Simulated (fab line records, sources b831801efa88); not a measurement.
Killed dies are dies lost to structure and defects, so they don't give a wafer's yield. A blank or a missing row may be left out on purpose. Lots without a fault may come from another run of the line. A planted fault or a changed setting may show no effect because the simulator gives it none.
fab line records | flow sky130
record lots=24 wafers=72 last_day=50
route steps=708 shown LDD_N@254 LI_CONTACT@385 LOCAL_INTERCONNECT@399 VIA1@480 METAL3@566 PASSIVATION@692
lots that met no fault: from a run of the same line without faults
start_h: hours from the record's first day to the start of the lot's first wafer shown | wait_h: hours since the lot's step before | " the same as in the row above | L1.1+2: a row that stands for several wafers | - no value, or no start given | * or withheld: withheld | < > ~ a bound
route shown NAME@n: a module of which the file shows steps, and the number in the route of the first | usual: mean/standard deviation of fault-free wafers | same: alike in all rows | chamber/n: place in a boat | sites: the reading at each site | _std_site: their standard deviation | _edge_site: outer sites' mean less inner sites' | radius_mm: how far each site lies from the wafer's centre | mask NAME#n: copy n | behind: the tool/chamber that last shaped the wafer | hold: why the lot was held/for how many hours/how that ended | device: the transistor (n, p or np) that didn't switch | end of line: the same wafers' tests at the end of the route | a step without rows: its recipe alone | killed: dies lost to structure and defects at the first sort, not the wafer's yield | map: a wafer's dies, x killed, . not, _ none there
set.NAME: the setting as run; set.NAME@STEP: as run at that earlier step | model.NAME: the simulator's own value behind a step, which no gauge read
steps of the route over a sample of lots; a table a step, a row a wafer
services: from which hour (start_h, from the record's first day; less than 0 if before it) a tool's chamber was out of use, for how many hours, and why
## steps
# step SKY_LDD_N_TW_MEAS_17
# usual LDD_N_TW=2594/33
# columns lot.wafer tool chamber start_h wait_h LDD_N_TW
L074.1 film_metro-04 - 417.76 0.1 2652
L074.4 " - " " 2638
L074.5 " - " " 2634
L075.2 film_metro-04 - 418.72 0.1 2649
L075.3 " - " " 2653
L075.6 " - " " 2631
L076.1 film_metro-04 - 425.54 0.1 2631
L076.2 " - " " 2640
L076.3 " - " " 2639
L077.1 film_metro-01 - 431.61 0.1 2566
L077.3 " - " " 2561
L077.4 " - " " 2564
L078.2 film_metro-01 - 446.92 0.1 2561
L078.3 " - " " 2570
L078.5 " - " " 2559
L079.2 film_metro-01 - 448.87 0.1 2562
L079.3 " - " " 2563
L079.6 " - " " 2568
L080.1 film_metro-01 - 460.84 0.1 2564
L080.2 " - " " 2562
L080.4 " - " " 2564
L081.3 film_metro-04 - 472.38 0.1 2610
L081.4 " - " " 2613
L081.6 " - " " 2620
L082.2 film_metro-01 - 475.50 0.1 2573
L082.4 " - " " 2568
L082.6 " - " " 2577
L083.1 film_metro-02 - 502.29 0.1 2565
L083.4 " - " " 2556
L083.6 " - " " 2558
L084.1 film_metro-01 - 503.46 0.1 2566
L084.2 " - " " 2574
L084.4 " - " " 2572
L085.3 film_metro-04 - 509.46 0.1 2621
L085.5 " - " " 2620
L085.6 " - " " 2619
L086.1 film_metro-04 - 519.51 0.1 2621
L086.3 " - " " 2626
L086.5 " - " " 2623
L087.2 film_metro-04 - 527.07 0.1 2615
L087.3 " - " " 2613
L087.4 " - " " 2616
L088.2 film_metro-02 - 533.37 0.1 2557
L088.5 " - " " 2558
L088.6 " - " " 2575
L089.1 film_metro-04 - 540.69 0.1 2637
L089.4 " - " " 2627
L089.6 " - " " 2647
L090.1 film_metro-02 - 545.44 0.1 2558
L090.2 " - " " 2544
L090.6 " - " " 2574
L091.1 film_metro-01 - 560.11 0.1 2581
L091.3 " - " " 2568
L091.6 " - " " 2575
L092.1 film_metro-02 - 566.06 0.1 2589
L092.2 " - " " 2573
L092.6 " - " " 2588
L093.1 film_metro-04 - 572.49 0.1 2637
L093.3 " - " " 2621
L093.6 " - " " 2631
L094.4 film_metro-04 - 575.24 0.1 2619
L094.5 " - " " 2610
L094.6 " - " " 2615
L095.1 film_metro-02 - 585.11 0.1 2568
L095.3 " - " " 2568
L095.4 " - " " 2551
L097.1 film_metro-04 - 611.56 0.1 2631
L097.3 " - " " 2620
L097.6 " - " " 2632
L096.4 film_metro-02 - 612.29 0.1 2566
L096.5 " - " " 2560
L096.6 " - " " 2568
# step SKY_LI_CONTACT_THK_MEAS_23
# recipe thk_meas_gauge=xrf reads=W_of_LI_CONTACT_CVD_21
# usual LI_CONTACT_W_THK=403/7.1
# columns lot.wafer tool chamber start_h wait_h LI_CONTACT_W_THK[nm]
L074.1 film_metro-04 - 692.68 0.1 397
L074.4 " - " " 402
L074.5 " - " " 405
L075.2 film_metro-04 - 696.14 0.1 388
L075.3 " - " " 395
L075.6 " - " " 396
L076.1 film_metro-01 - 700.95 0.1 399
L076.2 " - " " 405
L076.3 " - " " 406
L077.1 film_metro-01 - 705.81 0.1 402
L077.3 " - " " 406
L077.4 " - " " 394
L078.2 film_metro-03 - 717.06 0.1 399
L078.3 " - " " 402
L078.5 " - " " 400
L079.2 film_metro-03 - 720.81 0.1 412
L079.3 " - " " 411
L079.6 " - " " 408
L080.1 film_metro-03 - 731.93 0.1 401
L080.2 " - " " 404
L080.4 " - " " 403
L081.3 film_metro-03 - 743.30 0.1 407
L081.4 " - " " 408
L081.6 " - " " 408
L082.2 film_metro-04 - 746.49 0.1 394
L082.4 " - " " 405
L082.6 " - " " 403
L083.1 film_metro-04 - 768.84 0.1 404
L083.4 " - " " 406
L083.6 " - " " 401
L084.1 film_metro-04 - 770.60 0.1 404
L084.2 " - " " 399
L084.4 " - " " 405
L085.3 film_metro-01 - 778.02 0.1 415
L085.5 " - " " 411
L085.6 " - " " 400
L086.1 film_metro-01 - 783.43 0.1 404
L086.3 " - " " 414
L086.5 " - " " 412
L087.2 film_metro-04 - 790.50 0.1 405
L087.3 " - " " 395
L087.4 " - " " 402
L088.2 film_metro-03 - 795.92 0.1 394
L088.5 " - " " 395
L088.6 " - " " 403
L089.1 film_metro-04 - 800.68 0.1 399
L089.4 " - " " 398
L089.6 " - " " 400
L090.1 film_metro-04 - 807.79 0.1 401
L090.2 " - " " 405
L090.6 " - " " 402
L091.1 film_metro-03 - 819.99 0.1 418
L091.3 " - " " 408
L091.6 " - " " 410
L092.1 film_metro-01 - 824.13 0.1 416
L092.2 " - " " 423
L092.6 " - " " 421
L093.1 film_metro-04 - 835.29 0.1 408
L093.3 " - " " 403
L093.6 " - " " 402
L094.4 film_metro-04 - 836.28 0.1 395
L094.5 " - " " 391
L094.6 " - " " 395
L095.1 film_metro-01 - 841.14 0.1 408
L095.3 " - " " 406
L095.4 " - " " 409
L097.1 film_metro-04 - 864.53 0.1 399
L097.3 " - " " 394
L097.6 " - " " 393
L096.4 film_metro-04 - 868.04 0.1 406
L096.5 " - " " 398
L096.6 " - " " 401
# step SKY_LOCAL_INTERCONNECT_OVL_MEAS_12
# usual LOCAL_INTERCONNECT_OVL=1/4.9
# columns lot.wafer tool chamber start_h wait_h LOCAL_INTERCONNECT_OVL[nm]
L074.1 overlay-02 - 721.09 0.1 2
L074.4 " - " " 3
L074.5 " - " " 6
L075.2 overlay-02 - 724.78 0.1 -1
L075.3 " - " " -1
L075.6 " - " " 3
L076.1 overlay-01 - 729.81 0.1 9
L076.2 " - " " 7
L076.3 " - " " 10
L077.1 overlay-01 - 733.99 0.1 6
L077.3 " - " " 5
L077.4 " - " " 7
L078.2 overlay-01 - 745.56 0.1 4
L078.3 " - " " 2
L078.5 " - " " 3
L079.2 overlay-01 - 749.16 0.1 3
L079.3 " - " " -1
L079.6 " - " " -4
L080.1 overlay-01 - 759.76 0.1 7
L080.2 " - " " 8
L080.4 " - " " 0
L081.3 overlay-01 - 770.87 0.1 2
L081.4 " - " " 1
L081.6 " - " " 3
L082.2 overlay-01 - 775.73 0.1 6
L082.4 " - " " -2
L082.6 " - " " -1
L083.1 overlay-01 - 796.21 0.1 0
L083.4 " - " " -4
L083.6 " - " " -4
L084.1 overlay-02 - 797.37 0.1 3
L084.2 " - " " 3
L084.4 " - " " 0
L085.3 overlay-01 - 805.55 0.1 0
L085.5 " - " " 3
L085.6 " - " " 4
L086.1 overlay-01 - 810.24 0.1 4
L086.3 " - " " -2
L086.5 " - " " 0
L087.2 overlay-02 - 818.06 0.1 -6
L087.3 " - " " 0
L087.4 " - " " -1
L088.2 overlay-01 - 823.28 0.1 -2
L088.5 " - " " -10
L088.6 " - " " -4
L089.1 overlay-01 - 828.44 0.1 3
L089.4 " - " " 7
L089.6 " - " " 5
L090.1 overlay-02 - 835.37 0.1 12
L090.2 " - " " 3
L090.6 " - " " 8
L091.1 overlay-02 - 846.81 0.1 5
L091.3 " - " " 2
L091.6 " - " " 4
L092.1 overlay-01 - 850.92 0.1 6
L092.2 " - " " 2
L092.6 " - " " -1
L093.1 overlay-02 - 862.07 0.1 -1
L093.3 " - " " -3
L093.6 " - " " -2
L094.4 overlay-02 - 862.76 0.1 6
L094.5 " - " " 1
L094.6 " - " " 4
L095.1 overlay-01 - 867.41 0.1 -5
L095.3 " - " " -7
L095.4 " - " " -8
L097.1 overlay-02 - 891.41 0.1 -7
L097.3 " - " " -5
L097.6 " - " " -6
L096.4 overlay-01 - 894.33 0.1 1
L096.5 " - " " -8
L096.6 " - " " -6
# step SKY_VIA1_RS_MEAS_22
# recipe thk_meas_gauge=four-point-probe reads=W_of_VIA1_CVD_21+TiN_of_VIA1_SPUTTER_20
# usual VIA1_W_RS=0.426/0.0047
# columns lot.wafer tool chamber start_h wait_h VIA1_W_RS[ohm/sq]
L074.1 film_metro-03 - 809.36 0.1 0.419
L074.4 " - " " 0.422
L074.5 " - " " 0.425
L075.2 film_metro-01 - 813.18 0.1 0.417
L075.3 " - " " 0.427
L075.6 " - " " 0.420
L076.1 film_metro-03 - 817.17 0.1 0.430
L076.2 " - " " 0.427
L076.3 " - " " 0.432
L077.1 film_metro-04 - 821.93 0.1 0.431
L077.3 " - " " 0.428
L077.4 " - " " 0.425
L078.2 film_metro-04 - 834.63 0.1 0.423
L078.3 " - " " 0.425
L078.5 " - " " 0.421
L079.2 film_metro-03 - 835.63 0.1 0.422
L079.3 " - " " 0.421
L079.6 " - " " 0.427
L080.1 film_metro-03 - 845.46 0.1 0.422
L080.2 " - " " 0.428
L080.4 " - " " 0.429
L081.3 film_metro-01 - 856.46 0.1 0.419
L081.4 " - " " 0.429
L081.6 " - " " 0.421
L082.2 film_metro-04 - 859.48 0.1 0.427
L082.4 " - " " 0.429
L082.6 " - " " 0.428
L083.1 film_metro-03 - 881.16 0.1 0.431
L083.4 " - " " 0.432
L083.6 " - " " 0.433
L084.1 film_metro-03 - 882.42 0.1 0.426
L084.2 " - " " 0.423
L084.4 " - " " 0.426
L085.3 film_metro-03 - 889.32 0.1 0.434
L085.5 " - " " 0.430
L085.6 " - " " 0.430
L086.1 film_metro-01 - 893.87 0.1 0.423
L086.3 " - " " 0.424
L086.5 " - " " 0.428
L087.2 film_metro-03 - 903.29 0.1 0.423
L087.3 " - " " 0.423
L087.4 " - " " 0.427
L088.2 film_metro-01 - 905.98 0.1 0.428
L088.5 " - " " 0.429
L088.6 " - " " 0.419
L089.1 film_metro-03 - 912.34 0.1 0.427
L089.4 " - " " 0.426
L089.6 " - " " 0.430
L090.1 film_metro-01 - 918.90 0.1 0.422
L090.2 " - " " 0.419
L090.6 " - " " 0.417
L091.1 film_metro-01 - 928.44 0.1 0.426
L091.3 " - " " 0.422
L091.6 " - " " 0.428
L092.1 film_metro-03 - 931.40 0.1 0.428
L092.2 " - " " 0.425
L092.6 " - " " 0.428
L093.1 film_metro-04 - 944.02 0.1 0.423
L093.3 " - " " 0.429
L093.6 " - " " 0.421
L094.4 film_metro-03 - 944.46 0.1 0.428
L094.5 " - " " 0.428
L094.6 " - " " 0.421
L095.1 film_metro-03 - 948.97 0.1 0.427
L095.3 " - " " 0.425
L095.4 " - " " 0.424
L097.1 film_metro-03 - 970.58 0.1 0.422
L097.3 " - " " 0.426
L097.6 " - " " 0.422
L096.4 film_metro-01 - 974.32 0.1 0.432
L096.5 " - " " 0.437
L096.6 " - " " 0.426
# step SKY_METAL3_ETCH_16
# recipe chemistry=N2/H2 target=BARC ion_energy_ev=200 bias_w=100 pressure_mtorr=30 n2_flow_sccm=100 h2_flow_sccm=200 icp_w=500 stop_on=SiO2 time_s=88.2 target_depth_a=600
# usual bias_w=100.00/0.28 chamber_pressure_mTorr=30.000/0.029 drypump_motor_current_A=5.6/0.64 oes_product_au=0.625/0.0046 throttle_valve_pct=13.204/0.0089
# same time_s=88.2
# columns lot.wafer tool chamber start_h wait_h bias_w chamber_pressure_mTorr drypump_motor_current_A oes_product_au rf_hours_counter_h throttle_valve_pct
L074.1 rie_metal-02 1 917.16 0.0 99.81 30.021 5.0 0.626 1 13.213
L074.4 " 0 " " 99.34 29.966 6.5 0.629 - 13.208
L074.5 " 0 " " 100.30 30.044 6.5 0.617 - 13.204
L075.2 rie_metal-01 1 921.46 0.0 100.61 30.045 4.8 0.619 1 13.214
L075.3 " 0 " " 100.22 29.949 5.3 0.625 - 13.198
L075.6 " 1 " " 100.36 29.976 4.8 0.623 - 13.190
L076.1 rie_metal-02 0 923.98 0.0 99.68 30.004 6.5 0.625 17 13.220
L076.2 " 1 " " 99.92 30.008 4.9 0.631 1 13.204
L076.3 " 0 " " 100.25 30.044 6.5 0.631 - 13.212
L077.1 rie_metal-03 1 928.28 0.0 99.97 30.005 5.6 0.622 5 13.199
L077.3 " 0 " " 99.75 29.995 6.1 0.626 - 13.200
L077.4 " 1 " " 99.60 29.994 5.6 0.629 - 13.206
L078.2 rie_metal-02 0 939.86 0.0 99.35 29.995 6.5 0.630 18 13.200
L078.3 " 1 " " 100.30 30.032 5.0 0.625 - 13.209
L078.5 " 0 " " 99.80 30.006 6.5 0.627 - 13.210
L079.2 rie_metal-03 0 943.76 0.0 99.60 30.040 6.1 0.631 10 13.194
L079.3 " 1 " " 99.75 29.980 5.6 0.618 - 13.194
L079.6 " 1 " " 99.81 30.034 5.6 0.630 - 13.208
L080.1 rie_metal-02 0 950.76 0.0 100.37 29.987 6.5 0.628 19 13.201
L080.2 " 1 " " 100.09 29.972 5.0 0.625 2 13.211
L080.4 " 1 " " 100.23 30.019 5.0 0.624 - 13.204
L081.3 rie_metal-03 1 961.56 0.1 100.52 30.039 5.6 0.630 - 13.208
L081.4 " 1 " " 100.34 29.963 5.6 0.624 - 13.202
L081.6 " 1 " " 100.13 30.030 5.6 0.631 - 13.217
L082.2 rie_metal-01 1 964.51 0.0 100.22 30.047 4.8 0.625 3 13.200
L082.4 " 0 " " 99.91 30.051 5.3 0.618 - 13.192
L082.6 " 0 " " 99.88 30.039 5.3 0.625 - 13.188
L083.1 rie_metal-02 0 983.86 0.0 100.26 30.003 6.4 0.626 20 13.204
L083.4 " 1 " " 99.87 30.026 4.9 0.623 - 13.205
L083.6 " 1 " " 99.90 30.020 4.9 0.624 - 13.201
L084.1 rie_metal-02 0 985.28 0.0 100.21 30.020 6.5 0.620 20 13.203
L084.2 " 1 " " 99.97 30.006 5.0 0.623 4 13.205
L084.4 " 1 " " 99.92 29.993 5.0 0.618 - 13.216
L085.3 rie_metal-01 0 992.01 0.0 100.06 29.967 5.4 0.626 - 13.213
L085.5 " 1 " " 100.08 29.988 4.8 0.626 - 13.210
L085.6 " 0 " " 100.47 29.991 5.3 0.623 - 13.206
L086.1 rie_metal-02 1 996.41 0.0 99.74 29.973 5.0 0.632 5 13.201
L086.3 " 1 " " 100.40 29.998 5.0 0.630 - 13.206
L086.5 " 1 " " 99.93 29.964 5.0 0.616 - 13.216
L087.2 rie_metal-03 1 1005.18 0.1 100.31 29.958 5.6 0.634 - 13.186
L087.3 " 1 " " 99.82 29.970 5.6 0.628 - 13.197
L087.4 " 1 " " 99.83 30.043 5.6 0.622 - 13.214
L088.2 rie_metal-03 0 1006.66 0.0 99.80 30.015 6.1 0.616 10 13.202
L088.5 " 1 " " 100.59 29.957 5.6 0.625 - 13.180
L088.6 " 0 " " 99.70 29.934 6.1 0.628 - 13.209
L089.1 rie_metal-02 0 1013.51 0.0 99.93 29.998 6.5 0.631 22 13.203
L089.4 " 0 " " 99.90 30.015 6.5 0.625 - 13.208
L089.6 " 1 " " 100.18 29.988 4.9 0.614 - 13.183
L090.1 rie_metal-02 1 1019.31 0.0 99.91 29.982 5.0 0.629 7 13.209
L090.2 " 0 " " 99.56 29.970 6.5 0.619 23 13.204
L090.6 " 1 " " 99.79 30.015 4.9 0.631 - 13.218
L091.1 rie_metal-02 0 1028.26 0.0 99.57 29.999 6.5 0.625 23 13.216
L091.3 " 0 " " 100.15 29.974 6.5 0.620 - 13.202
L091.6 " 1 " " 100.54 30.003 5.0 0.626 - 13.206
L092.1 rie_metal-02 1 1030.53 0.0 100.03 30.003 5.0 0.633 7 13.200
L092.2 " 0 " " 99.97 30.005 6.5 0.625 23 13.200
L092.6 " 1 " " 99.74 30.025 5.0 0.631 - 13.214
L093.1 rie_metal-02 0 1042.13 0.0 100.19 30.032 6.5 0.626 24 13.207
L093.3 " 0 " " 99.80 30.022 6.5 0.623 - 13.216
L093.6 " 0 " " 100.40 29.974 6.5 0.617 - 13.188
L094.4 rie_metal-03 0 1043.65 0.0 99.54 30.024 6.1 0.622 - 13.194
L094.5 " 1 " " 100.04 30.059 5.6 0.618 - 13.212
L094.6 " 0 " " 99.51 29.999 6.1 0.627 - 13.225
L095.1 rie_metal-02 0 1049.03 0.0 99.91 29.984 6.5 0.624 25 13.229
L095.3 " 0 " " 100.37 29.910 6.5 0.633 - 13.215
L095.4 " 1 " " 100.14 30.034 5.0 0.628 - 13.200
L097.1 rie_metal-03 0 1067.38 0.0 100.05 30.050 6.1 0.623 14 13.198
L097.3 " 0 " " 99.92 29.966 6.1 0.625 - 13.215
L097.6 " 0 " " 100.01 29.993 6.1 0.628 - 13.195
L096.4 rie_metal-01 0 1072.25 0.0 100.05 30.026 5.3 0.624 - 13.197
L096.5 " 1 " " 100.02 30.007 4.8 0.627 - 13.199
L096.6 " 0 " " 99.69 30.025 5.3 0.628 - 13.206
# step SKY_PASSIVATION_ETCH_11
# recipe chemistry=CF4/O2 target_depth_nm=725 stop_on=AlCu source_w=800 bias_w=150 pressure_mtorr=150 cf4_flow_sccm=80 O2_flow_sccm=10 time_s=161.1
# usual bias_w=150.0/0.4 chamber_pressure_mTorr=150.01/0.13 drypump_motor_current_A=5.4/0.38 oes_product_au=0.977/0.0071 throttle_valve_pct=5.964/0.0091
# same time_s=161.1
# columns lot.wafer tool chamber start_h wait_h bias_w chamber_pressure_mTorr drypump_motor_current_A oes_product_au rf_hours_counter_h throttle_valve_pct
L074.1 rie_diel-04 1 1066.84 - 150.2 150.06 5.3 0.975 17 5.976
L074.4 " 0 " " 150.0 149.82 5.2 0.989 15 5.988
L074.5 " 1 " " 150.7 149.86 5.3 0.983 - 5.964
L075.2 rie_diel-03 0 1070.84 - 150.2 149.87 5.9 0.975 2 5.968
L075.3 " 2 " " 150.2 150.11 5.4 0.976 23 5.950
L075.6 " 2 " " 150.3 150.11 5.4 0.974 - 5.970
L076.1 rie_diel-03 2 1073.19 - 150.2 150.03 5.4 0.968 23 5.961
L076.2 " 0 " " 150.1 149.94 5.9 0.962 2 5.935
L076.3 " 3 " " 150.2 150.18 5.9 0.961 6 5.956
L077.1 rie_diel-02 2 1073.65 - 150.8 150.00 5.3 0.973 22 5.955
L077.3 " 1 " " 149.3 150.12 6.2 0.979 16 5.957
L077.4 " 0 " " 149.8 149.95 5.1 0.976 27 5.972
L078.2 rie_diel-04 3 1087.93 - 150.4 149.78 4.7 0.967 14 5.957
L078.3 " 2 " " 150.5 149.96 5.4 0.972 8 5.963
L078.5 " 1 " " 149.8 149.99 5.3 0.971 - 5.961
L079.2 rie_diel-02 3 1090.63 - 149.9 149.81 5.2 0.977 12 5.965
L079.3 " 0 " " 149.7 150.05 5.1 0.969 27 5.958
L079.6 " 2 " " 149.9 150.22 5.3 0.984 - 5.969
L080.1 rie_diel-04 3 1095.74 - 149.0 149.94 4.7 0.984 15 5.958
L080.2 " 1 " " 150.2 149.87 5.3 0.970 18 5.981
L080.4 " 1 " " 149.7 149.77 5.3 0.980 - 5.973
L081.3 rie_diel-02 0 1105.68 - 149.6 149.89 5.1 0.977 28 5.956
L081.4 " 2 " " 150.3 149.93 5.3 0.980 23 5.979
L081.6 " 2 " " 150.9 149.77 5.3 0.973 - 5.967
L082.2 rie_diel-04 3 1110.50 - 149.8 149.89 4.8 0.988 15 5.949
L082.4 " 1 " " 150.6 150.00 5.3 0.983 19 5.951
L082.6 " 3 " " 149.9 149.91 4.7 0.987 - 5.980
L083.1 rie_diel-03 2 1122.15 - 149.8 149.88 5.4 0.976 25 5.956
L083.4 " 3 " " 149.9 150.05 5.9 0.975 8 5.969
L083.6 " 3 " " 149.5 150.17 5.9 0.977 - 5.971
L084.1 rie_diel-03 3 1124.18 - 149.7 149.89 5.9 0.970 8 5.980
L084.2 " 1 " " 149.9 149.96 5.5 0.967 13 5.950
L084.4 " 0 " " 150.2 150.11 5.8 0.976 3 5.975
L085.3 rie_diel-02 0 1128.03 - 150.0 149.91 5.1 0.977 29 5.964
L085.5 " 3 " " 150.3 149.83 5.2 0.978 - 5.953
L085.6 " 2 " " 150.5 150.03 5.2 0.983 - 5.964
L086.1 rie_diel-03 0 1134.08 - 149.8 150.16 5.8 0.967 4 5.959
L086.3 " 3 " " 149.6 149.97 6.0 0.978 8 5.946
L086.5 " 2 " " 149.5 150.06 5.4 0.984 - 5.966
L087.2 rie_diel-02 2 1139.75 - 150.1 149.96 5.3 0.975 25 5.955
L087.3 " 3 " " 150.3 150.04 5.2 0.976 15 5.960
L087.4 " 1 " " 150.3 149.82 6.3 0.984 18 5.968
L088.2 rie_diel-02 0 1141.35 - 150.0 149.90 5.1 0.980 29 5.963
L088.5 " 3 " " 150.4 150.07 5.2 0.986 - 5.966
L088.6 " 0 " " 150.0 150.26 5.1 0.978 - 5.980
L089.1 rie_diel-04 3 1148.58 - 149.8 149.75 4.7 0.983 16 5.968
L089.4 " 1 " " 150.0 150.13 5.3 0.977 20 5.963
L089.6 " 1 " " 149.8 150.21 5.3 0.978 - 5.974
L090.1 rie_diel-03 1 1154.40 - 149.9 149.92 5.5 0.979 14 5.960
L090.2 " 2 " " 150.0 150.13 5.4 0.978 26 5.964
L090.6 " 1 " " 149.6 150.17 5.5 0.986 - 5.960
L091.1 rie_diel-03 0 1159.13 - 150.1 149.92 5.8 0.973 5 5.976
L091.3 " 3 " " 150.1 149.88 5.9 0.973 9 5.967
L091.6 " 0 " " 150.2 149.94 5.8 0.972 - 5.964
L092.1 rie_diel-02 2 1161.65 - 149.4 150.12 5.3 0.973 26 5.963
L092.2 " 0 " " 149.7 149.99 5.1 0.976 30 5.965
L092.6 " 2 " " 150.2 149.98 5.3 0.979 - 5.963
L093.1 rie_diel-03 1 1172.28 - 149.8 150.23 5.4 0.972 15 5.953
L093.3 " 1 " " 150.1 149.82 5.4 0.982 - 5.954
L093.6 " 1 " " 149.6 150.02 5.4 0.978 - 5.952
L094.4 rie_diel-04 2 1174.09 - 149.4 150.13 5.5 0.986 10 5.961
L094.5 " 2 " " 149.7 149.97 5.5 0.973 - 5.956
L094.6 " 3 " " 150.0 150.15 4.8 0.992 - 5.969
L095.1 rie_diel-02 3 1177.08 - 150.2 150.03 5.2 0.977 16 5.976
L095.3 " 1 " " 151.2 150.11 6.3 0.974 19 5.961
L095.4 " 0 " " 150.9 150.10 5.1 0.980 31 5.959
L097.1 rie_diel-04 3 1190.75 - 150.1 149.94 4.8 0.974 18 5.964
L097.3 " 2 " " 150.1 149.87 5.4 0.979 10 5.968
L097.6 " 0 " " 150.1 150.02 5.2 0.974 - 5.980
L096.4 rie_diel-02 2 1193.46 - 150.2 149.80 5.3 0.990 - 5.965
L096.5 " 1 " " 150.6 150.08 6.3 0.991 - 5.970
L096.6 " 3 " " 150.5 149.95 5.2 0.979 - 5.956
## services
# columns tool chamber start_h hours kind
rie_diel-03 1 899.67 6.2 repair
rie_diel-02 - 919.46 1.7 repair
rie_diel-03 3 929.04 6.7 repair
rie_diel-02 1 934.92 3.7 repair
rie_diel-03 3 945.49 3.3 repair
rie_diel-03 - 952.53 2.8 pm
rie_metal-03 0 961.10 45.0 repair
rie_diel-04 3 982.85 1.9 repair
rie_diel-04 - 984.46 0.5 repair
rie_diel-02 - 991.60 0.7 repair
rie_diel-02 - 995.46 2.2 repair
rie_diel-02 1 1022.27 7.2 repair
rie_metal-01 - 1025.86 1.4 pm
rie_metal-01 - 1040.47 2.8 pm
rie_metal-02 0 1079.55 13.5 repair
rie_diel-04 2 1094.87 12.6 repair
rie_metal-02 0 1127.96 - clean
rie_metal-02 0 1127.96 - consumable_replace:focus_ring
rie_diel-03 - 1129.33 0.5 repair
rie_diel-03 - 1139.49 0.4 repair
rie_diel-02 1 1148.20 10.1 repair
rie_diel-02 3 1156.93 8.7 repair
rie_diel-03 0 1170.14 25.1 repair
rie_diel-03 3 1171.68 6.1 repair
## key
fault none
